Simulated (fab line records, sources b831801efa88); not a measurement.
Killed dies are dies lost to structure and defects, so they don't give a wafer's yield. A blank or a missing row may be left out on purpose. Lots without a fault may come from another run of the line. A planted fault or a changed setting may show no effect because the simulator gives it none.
Problem report in the 8D (eight disciplines) form, filled by code | flow sfq_line | the parts of the form that need people (team, actions taken, sign-off) are left out

1. THE PROBLEM
oes_product_au at SFQ_TRILAYER_R5_ETCH_METAL_ETCH_139 reads a mean of 0.825 a.u. on 5 wafers of 3 lots; wafers without a fault read 0.992 a.u. with a standard deviation of 0.0056. That is -30 standard deviations from the usual mean.
The step: etches the open film in Cl2, stops on SiO2, target depth 60 nm, time 40 s.
First seen on wafer L397.1, day 60 19:41, on rie_metal-03. The record holds 40 wafers of 14 lots with a number at this step. Rule for "out", or "out of limits": more than 4 standard deviations from the usual mean. The other wafers with a number count as sound.

2. WHAT IT IS AND WHAT IT IS NOT
question                    | is                                     | is not
which readings at this step | oes_product_au                         | drypump_motor_current_A
which lots                  | L397, L398, L399                       | L388, L389, L390, L391, L392, L393, L394, L395, L396, L410, L411
which wafers of those lots  | L397.1, L397.2, L398.1, L398.2, L399.2 | L397.3, L399.4
read on which tools         | rie_metal-03                           | rie_metal-01, rie_metal-02
when                        | from day 60 19:41                      | up to then (28 sound wafers); but 7 sound wafers of L399, L410, L411 came after

3. SUSPECTS, AND WHAT RULES EACH OUT
Counting: a tool at a process step up to the reading stays a suspect if it ran every lot that is out. Sound lots after the first of them don't rule it out here, since some wafers of a struck lot are sound.
- rie_metal-03 at SFQ_TRILAYER_R5_ETCH_METAL_ETCH_139 (etches the open film in Cl2, stops on SiO2, target depth 60 nm, time 40 s): kept. It ran every lot that is out, first L397 (day 60 19:41); its last sound lot up to then is L396 (day 59 18:26). Its own readings are out on those wafers: oes_product_au.
Left after counting: rie_metal-03 at SFQ_TRILAYER_R5_ETCH_METAL_ETCH_139.

4. THE CAUSE (what the simulator had put in)
Process parameter drift: rie_metal-03, from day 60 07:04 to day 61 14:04, at SFQ_TRILAYER_R5_ETCH_METAL_ETCH_139. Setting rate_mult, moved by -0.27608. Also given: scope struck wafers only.
Counting left only this tool.

5. THE CHAIN OF EFFECTS, in route order
Each row: a reading whose mean over the struck wafers that have a number lies more than 3 standard deviations from the usual. Only readings for which the record gives a usual standard deviation are gone through. hours: the time from each lot's start at the first step in this table that gives one to its start at this step, as a median over the lots. sigmas: the change in usual standard deviations.
hours | step                                | reading        | usual      | on struck wafers | change | sigmas
0     | SFQ_TRILAYER_R5_ETCH_METAL_ETCH_139 | oes_product_au | 0.992 a.u. | 0.825            | -0.167 | -30
The process steps in it:
- SFQ_TRILAYER_R5_ETCH_METAL_ETCH_139: etches the open film in Cl2, stops on SiO2, target depth 60 nm, time 40 s.

6. WHAT WOULD HAVE CAUGHT IT SOONER
In this record the first reading out of limits was taken at day 60 19:41, 13 hours after the fault began at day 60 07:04.
